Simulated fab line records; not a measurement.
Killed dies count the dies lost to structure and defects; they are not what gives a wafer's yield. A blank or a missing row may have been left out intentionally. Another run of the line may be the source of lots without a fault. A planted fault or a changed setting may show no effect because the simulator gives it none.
Problem report in the 8D (eight disciplines) form, filled by code + flow gf180mcu + the parts of the form that need people (team, actions taken, sign-off) are left out

## 1. WHAT WENT WRONG
At GF_HV_LDD_CD_MEAS_07, cdNm averages 380.3 nm over 3 wafers from 3 lots, while fault-free wafers read 399.8 nm, standard deviation 1.9. That is -10 standard deviations from the usual mean.
The step: target cd 400 nm.
The first sign was on wafer L642.2 at day 14 00:53, on cdSem-02. At this step, 41 wafers from 14 lots have a number in the record. The rule behind "out" and "out of limits": a value lying over 4 standard deviations away from the usual mean. All remaining wafers that have a number are taken as sound.

## 2. WHAT IT IS AND WHAT IT IS NOT
| question                    | is                     | is not                                                                                             |
|-----------------------------|------------------------|----------------------------------------------------------------------------------------------------|
| which readings at this step | cdNm                   | -                                                                                                  |
| which lots                  | L642, L645, L646       | L629, L630, L632, L633, L634, L636, L637, L647, L648, L651, L652                                   |
| which wafers of those lots  | L642.2, L645.2, L646.5 | L642.1, L642.3, L645.3, L646.3, L646.6                                                             |
| read on which gauges        | cdSem-01, cdSem-02     | -                                                                                                  |
| when                        | from day 14 00:53      | up to then (23 sound wafers); but 15 sound wafers of L645, L646, L647, L648, L651, L652 came after |

## 3. THE SUSPECTS, EACH WITH WHAT RULES IT OUT
Counting: if a tool at a process step up to the reading ran every lot that is out, it stays a suspect. Sound lots after the first of them don't rule it out here, since some wafers of a struck lot are sound.
- ruled out: the gauge at GF_HV_LDD_CD_MEAS_07. 2 gauges (cdSem-01, cdSem-02) read the wafers that are out.
- lithoTrack-03 at GF_HV_LDD_DEVELOP_06 (develop time 60 s): kept. It processed each lot that is out (first: L642, day 14 00:44); up to then, its last sound lot is L637 (day 12 10:29).
Left after counting: lithoTrack-03 at GF_HV_LDD_DEVELOP_06.

## 4. THE CAUSE (what the simulator had put in)
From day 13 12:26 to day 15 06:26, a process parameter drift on lithoTrack-03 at GF_HV_LDD_DEVELOP_06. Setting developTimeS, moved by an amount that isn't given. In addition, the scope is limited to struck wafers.
Counting left only this tool.

## 5. THE EFFECT CHAIN, in route order
Each row: a reading where the mean over the struck wafers with a number is more than 3 standard deviations away from the usual. Scope: only readings with a usual standard deviation given in the record; hours: median across lots of the time from each lot's start at the first step in this table that gives one to its start at this step; sigmas: change in usual standard deviations.
| hours | step                 | reading | usual    | on struck wafers | change | sigmas |
|-------|----------------------|---------|----------|------------------|--------|--------|
| 0     | GF_HV_LDD_CD_MEAS_07 | cdNm    | 399.8 nm | 380.3            | -19.5  | -10    |

## 6. HOW IT WOULD HAVE BEEN CAUGHT EARLIER
In this record the first reading out of limits at a measuring or inspecting step was taken at day 14 00:53, 12 hours after the fault began at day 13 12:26.
Lots out: 3; of these, L645, L646 started GF_HV_LDD_DEVELOP_06 on lithoTrack-03 after day 14 00:53. A hold on the tool at that time would have spared those 2.
